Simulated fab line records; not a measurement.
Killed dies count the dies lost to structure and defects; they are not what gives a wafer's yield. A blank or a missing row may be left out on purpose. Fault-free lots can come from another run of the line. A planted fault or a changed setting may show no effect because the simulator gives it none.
The tool behind it: which one? + flow sky130 + 18 wafers from 6 lots sampled at 4 of the route's 708 steps

## WHAT EACH GAUGE READ, for each wafer
SKY_LDD_LDN_TW_MEAS_13.
| lot  | measured     | on           | LDD_LDN_TW     |
|------|--------------|--------------|----------------|
| L850 | day 24 21:01 | filmMetro-01 | 1577 1577 1585 |
| L852 | day 25 15:48 | filmMetro-02 | 1486 1487 1491 |
| L856 | day 27 04:32 | filmMetro-03 | 1563 1565 1563 |
| L862 | day 28 20:30 | filmMetro-02 | 1489 1488 1481 |
| L865 | day 30 03:52 | filmMetro-01 | 1484 1483 1492 |
| L867 | day 30 17:10 | filmMetro-01 | 1475 1483 1483 |

## WHAT TOOL EACH LOT RAN ON (gives the tool, then ch and the chambers of the sampled wafers, and finally the start)
| lot  | SKY_LDD_HVP_STRIP_09                | SKY_LDD_LDN_IMPLANT_08          | SKY_LDD_LDN_STRIP_12                |
|------|-------------------------------------|---------------------------------|-------------------------------------|
| L850 | plasmaAsher-03 ch 0,1, day 23 14:36 | implanter-03 ch 0, day 24 20:00 | plasmaAsher-01 ch 0,1, day 24 20:55 |
| L852 | plasmaAsher-03 ch 0,1, day 24 10:21 | implanter-02 ch 0, day 25 15:06 | plasmaAsher-02 ch 0,1, day 25 15:42 |
| L856 | plasmaAsher-04 ch 0,1, day 25 22:30 | implanter-04 ch 0, day 27 03:31 | plasmaAsher-03 ch 0,1, day 27 04:25 |
| L862 | plasmaAsher-04 ch 0,1, day 27 15:33 | implanter-03 ch 0, day 28 19:48 | plasmaAsher-01 ch 0,1, day 28 20:24 |
| L865 | plasmaAsher-04 ch 0,1, day 28 22:53 | implanter-02 ch 0, day 30 03:12 | plasmaAsher-03 ch 0,1, day 30 03:47 |
| L867 | plasmaAsher-02 ch 0,1, day 29 13:06 | implanter-04 ch 0, day 30 16:29 | plasmaAsher-02 ch 0,1, day 30 17:03 |
- SKY_LDD_HVP_STRIP_09: strips in O2/N2.
- SKY_LDD_LDN_IMPLANT_08
- SKY_LDD_LDN_STRIP_12: strips in O2/N2.

## THE ANSWER, worked out from the rows above alone
Rule: the lots themselves supply what counts as usual. The widest of any qualifying gaps counts: lots, ordered by their means at a reading, are off when they make up no more than a third of the lots, leave a main group of 4 or more, and stand apart from it by 3 or more times the standard deviation of that group's means. Not used: any main group whose means are identical at the precision the tables above print for the reading. A lot without any number at a reading at which 4 lots or more have one is off too. Where the step has rows for the other lots, those lots are counted as sound.
Off: at SKY_LDD_LDN_TW_MEAS_13 (LDD_LDN_TW), L850, L856. The main group: mean 1485, standard deviation 2.9.
A tool fits if, at a process step before that reading, it ran every lot that is off, and no sound lot after the first of them. The gauges at SKY_LDD_LDN_TW_MEAS_13 are tried like those tools. None of those tried fits.

## WHAT WAS PUT IN BY THE SIMULATOR
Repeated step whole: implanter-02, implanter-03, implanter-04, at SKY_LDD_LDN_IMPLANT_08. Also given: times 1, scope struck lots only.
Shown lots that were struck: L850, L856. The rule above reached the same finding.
